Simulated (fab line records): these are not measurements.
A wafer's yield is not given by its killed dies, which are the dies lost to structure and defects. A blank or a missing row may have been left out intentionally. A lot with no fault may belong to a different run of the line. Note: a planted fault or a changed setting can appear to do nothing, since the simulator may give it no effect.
Which tool did it? | flow sky130 | at 1 step of a route of 708, 6 lots with 18 wafers sampled

WHAT THE GAUGES SHOWED, per wafer
SKY_VT_ADJUST_LVTN_OVL_MEAS_07.
lot  | measured     | on         | VT_ADJUST_LVTN_OVL (nm)
L863 | day 7 20:19  | overlay-02 | 0.6 2.6 1.3
L866 | day 8 16:48  | overlay-01 | -0.9 -1.0 1.2
L873 | day 10 07:41 | overlay-01 | -0.3 1.1 -1.1
L875 | day 11 03:58 | overlay-02 | 0.7 1.3 2.2
L877 | day 11 08:08 | overlay-01 | -0.6 -0.1 2.3
L882 | day 12 20:24 | overlay-01 | 1.1 0.2 -0.3

TOOL THAT RAN EACH LOT (tool first, then ch and the chambers of the sampled wafers, then the start)
Before these readings, the record contains no process step.

THE ANSWER, worked out from the rows above alone
Rule: the lots themselves supply what counts as usual. Put in order of their means at a reading, lots are off if they are a third of the lots or fewer, leave a main group of 4 or more, and stand apart from it by a gap of 3 or more times the standard deviation of the main group's means; of several such gaps the widest counts. A main group is skipped when, at the precision printed for the reading in the tables above, its means are all equal. A lot without any number at a reading at which 4 lots or more have one is off too. All remaining lots with rows at the step are treated as sound.
Across all readings shown, no lot is off: no conclusion can be drawn from this.

WHAT THE SIMULATOR HAD INSERTED
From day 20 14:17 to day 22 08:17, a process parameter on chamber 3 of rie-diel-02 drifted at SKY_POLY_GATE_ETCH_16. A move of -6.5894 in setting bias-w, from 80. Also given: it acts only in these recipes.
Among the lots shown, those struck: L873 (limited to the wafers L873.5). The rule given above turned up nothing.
